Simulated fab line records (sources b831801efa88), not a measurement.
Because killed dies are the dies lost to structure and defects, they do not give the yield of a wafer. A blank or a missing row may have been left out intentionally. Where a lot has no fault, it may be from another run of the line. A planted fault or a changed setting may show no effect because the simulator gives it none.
Tool commonality check / flow sky130 / 13 lots, 39 wafers sampled

WHY THIS WAS OPENED
SKY_VT_ADJUST_NCORE_TW_MEAS_11, reading VT_ADJUST_NCORE_TW: flagged on 1 of 13 lots. No-fault wafers: 220.4, standard deviation 1.3.
Rule: a lot is flagged when every wafer of it that has a number lies more than 4 standard deviations from that mean, or none has a number. The rest of the lots are taken to be sound.

lot=L955; measured=day 8 22:01; on=film_metro-02; VT_ADJUST_NCORE_TW, wafer by wafer=221.1 222.1 222.4; flag=
lot=L957; measured=day 9 09:52; on=film_metro-03; VT_ADJUST_NCORE_TW, wafer by wafer=220.9 221.2 221.2; flag=
lot=L956; measured=day 9 11:37; on=film_metro-03; VT_ADJUST_NCORE_TW, wafer by wafer=220.4 220.6 219.2; flag=
lot=L959; measured=day 10 03:49; on=film_metro-02; VT_ADJUST_NCORE_TW, wafer by wafer=222.6 223.1 221.8; flag=
lot=L961; measured=day 10 15:06; on=film_metro-02; VT_ADJUST_NCORE_TW, wafer by wafer=221.7 221.9 222.6; flag=
lot=L962; measured=day 11 01:44; on=film_metro-03; VT_ADJUST_NCORE_TW, wafer by wafer=221.3 220.4 222.1; flag=
lot=L963; measured=day 11 04:04; on=film_metro-02; VT_ADJUST_NCORE_TW, wafer by wafer=221.6 221.5 221.0; flag=
lot=L966; measured=day 12 03:06; on=film_metro-04; VT_ADJUST_NCORE_TW, wafer by wafer=218.9 219.0 218.8; flag=
lot=L967; measured=day 12 10:30; on=film_metro-04; VT_ADJUST_NCORE_TW, wafer by wafer=219.3 218.5 219.0; flag=
lot=L968; measured=day 12 16:49; on=film_metro-02; VT_ADJUST_NCORE_TW, wafer by wafer=222.1 221.9 222.0; flag=
lot=L969; measured=day 13 02:22; on=film_metro-03; VT_ADJUST_NCORE_TW, wafer by wafer=30.2 30.1 30.2; flag=FLAGGED
lot=L975; measured=day 14 18:04; on=film_metro-02; VT_ADJUST_NCORE_TW, wafer by wafer=219.1 221.0 219.5; flag=
lot=L978; measured=day 15 18:01; on=film_metro-03; VT_ADJUST_NCORE_TW, wafer by wafer=219.8 219.6 218.9; flag=
On average the flagged lots read 30.2, which is -190.2 against the usual, or -99 or more standard deviations.

WHICH TOOL RAN EACH LOT
Before the reading, the record contains 2 process steps out of a 708-step route. In each cell: the tool, then ch and the chambers that the sampled wafers went through, then the start.
lot=L955; flag=; SKY_VT_ADJUST_LVTN_STRIP_20=plasma_asher-01 ch 0,1, day 8 00:14; SKY_VT_ADJUST_NCORE_STRIP_10=plasma_asher-02 ch 0,1, day 8 21:55
lot=L957; flag=; SKY_VT_ADJUST_LVTN_STRIP_20=plasma_asher-02 ch 0,1, day 8 11:22; SKY_VT_ADJUST_NCORE_STRIP_10=plasma_asher-04 ch 0,1, day 9 09:46
lot=L956; flag=; SKY_VT_ADJUST_LVTN_STRIP_20=plasma_asher-03 ch 0,1, day 8 13:38; SKY_VT_ADJUST_NCORE_STRIP_10=plasma_asher-03 ch 0,1, day 9 11:31
lot=L959; flag=; SKY_VT_ADJUST_LVTN_STRIP_20=plasma_asher-02 ch 0, day 9 05:08; SKY_VT_ADJUST_NCORE_STRIP_10=plasma_asher-03 ch 0,1, day 10 03:43
lot=L961; flag=; SKY_VT_ADJUST_LVTN_STRIP_20=plasma_asher-01 ch 0,1, day 9 15:02; SKY_VT_ADJUST_NCORE_STRIP_10=plasma_asher-02 ch 0,1, day 10 15:00
lot=L962; flag=; SKY_VT_ADJUST_LVTN_STRIP_20=plasma_asher-02 ch 0,1, day 10 02:08; SKY_VT_ADJUST_NCORE_STRIP_10=plasma_asher-03 ch 0,1, day 11 01:38
lot=L963; flag=; SKY_VT_ADJUST_LVTN_STRIP_20=plasma_asher-03 ch 0,1, day 10 04:13; SKY_VT_ADJUST_NCORE_STRIP_10=plasma_asher-04 ch 0,1, day 11 03:58
lot=L966; flag=; SKY_VT_ADJUST_LVTN_STRIP_20=plasma_asher-03 ch 0,1, day 11 03:25; SKY_VT_ADJUST_NCORE_STRIP_10=plasma_asher-03 ch 0,1, day 12 03:00
lot=L967; flag=; SKY_VT_ADJUST_LVTN_STRIP_20=plasma_asher-02 ch 0,1, day 11 10:14; SKY_VT_ADJUST_NCORE_STRIP_10=plasma_asher-03 ch 0,1, day 12 10:25
lot=L968; flag=; SKY_VT_ADJUST_LVTN_STRIP_20=plasma_asher-02 ch 1, day 11 16:29; SKY_VT_ADJUST_NCORE_STRIP_10=plasma_asher-04 ch 0,1, day 12 16:43
lot=L969; flag=FLAGGED; SKY_VT_ADJUST_LVTN_STRIP_20=plasma_asher-02 ch 0,1, day 12 01:20; SKY_VT_ADJUST_NCORE_STRIP_10=plasma_asher-02 ch 0,1, day 13 02:16
lot=L975; flag=; SKY_VT_ADJUST_LVTN_STRIP_20=plasma_asher-01 ch 0,1, day 13 15:44; SKY_VT_ADJUST_NCORE_STRIP_10=plasma_asher-04 ch 0,1, day 14 17:58
lot=L978; flag=; SKY_VT_ADJUST_LVTN_STRIP_20=plasma_asher-01 ch 1, day 14 13:48; SKY_VT_ADJUST_NCORE_STRIP_10=plasma_asher-03 ch 0,1, day 15 17:55
What the steps here do:
- SKY_VT_ADJUST_LVTN_STRIP_20: strips in O2/N2.
- SKY_VT_ADJUST_NCORE_STRIP_10: strips in O2/N2.
- SKY_VT_ADJUST_NCORE_TW_MEAS_11

FLAGGED AGAINST TOTAL, ONE TOOL AT A TIME (gauges that did the reading follow at the end)
step=SKY_VT_ADJUST_LVTN_STRIP_20; tool=plasma_asher-01; lots run=4; flagged=0; share of the flagged lots=none; sound lots run after its first flagged lot=-
step=SKY_VT_ADJUST_LVTN_STRIP_20; tool=plasma_asher-02; lots run=6; flagged=1; share of the flagged lots=all; sound lots run after its first flagged lot=0
step=SKY_VT_ADJUST_LVTN_STRIP_20; tool=plasma_asher-03; lots run=3; flagged=0; share of the flagged lots=none; sound lots run after its first flagged lot=-
step=SKY_VT_ADJUST_NCORE_STRIP_10; tool=plasma_asher-02; lots run=3; flagged=1; share of the flagged lots=all; sound lots run after its first flagged lot=0
step=SKY_VT_ADJUST_NCORE_STRIP_10; tool=plasma_asher-03; lots run=6; flagged=0; share of the flagged lots=none; sound lots run after its first flagged lot=-
step=SKY_VT_ADJUST_NCORE_STRIP_10; tool=plasma_asher-04; lots run=4; flagged=0; share of the flagged lots=none; sound lots run after its first flagged lot=-
step=SKY_VT_ADJUST_NCORE_TW_MEAS_11; tool=film_metro-02; lots run=6; flagged=0; share of the flagged lots=none; sound lots run after its first flagged lot=-
step=SKY_VT_ADJUST_NCORE_TW_MEAS_11; tool=film_metro-03; lots run=5; flagged=1; share of the flagged lots=all; sound lots run after its first flagged lot=1 (L978)
step=SKY_VT_ADJUST_NCORE_TW_MEAS_11; tool=film_metro-04; lots run=2; flagged=0; share of the flagged lots=none; sound lots run after its first flagged lot=-

WHAT THE TABLE PERMITS
Rows of the table that ran every flagged lot, 3 in all: plasma_asher-02 at SKY_VT_ADJUST_LVTN_STRIP_20, plasma_asher-02 at SKY_VT_ADJUST_NCORE_STRIP_10, film_metro-03 at SKY_VT_ADJUST_NCORE_TW_MEAS_11.
- plasma_asher-02 at SKY_VT_ADJUST_LVTN_STRIP_20 ran 6 lots, 1 of them flagged. A fault beginning between L968 (day 11 16:29), its last sound lot, and L969 (day 12 01:20), its first flagged one, fits the data. Its own readings lie more than 4 standard deviations out on every wafer of the flagged lots: oes_product_au.
- plasma_asher-02 at SKY_VT_ADJUST_NCORE_STRIP_10 ran 3 lots, 1 of them flagged. A fault beginning between L961 (day 10 15:00), its last sound lot, and L969 (day 13 02:16), its first flagged one, fits the data. Its own readings lie more than 4 standard deviations out on every wafer of the flagged lots: strip_time_to_endpoint_s.
- film_metro-03 at SKY_VT_ADJUST_NCORE_TW_MEAS_11 ran 5 lots, 1 of them flagged. Sound lots ran on it after the first flagged one (L978), which a lasting fault on the whole tool wouldn't allow.
Just one tool remains: plasma_asher-02 at SKY_VT_ADJUST_LVTN_STRIP_20 and SKY_VT_ADJUST_NCORE_STRIP_10.

WHAT THE SIMULATOR HAD INSERTED
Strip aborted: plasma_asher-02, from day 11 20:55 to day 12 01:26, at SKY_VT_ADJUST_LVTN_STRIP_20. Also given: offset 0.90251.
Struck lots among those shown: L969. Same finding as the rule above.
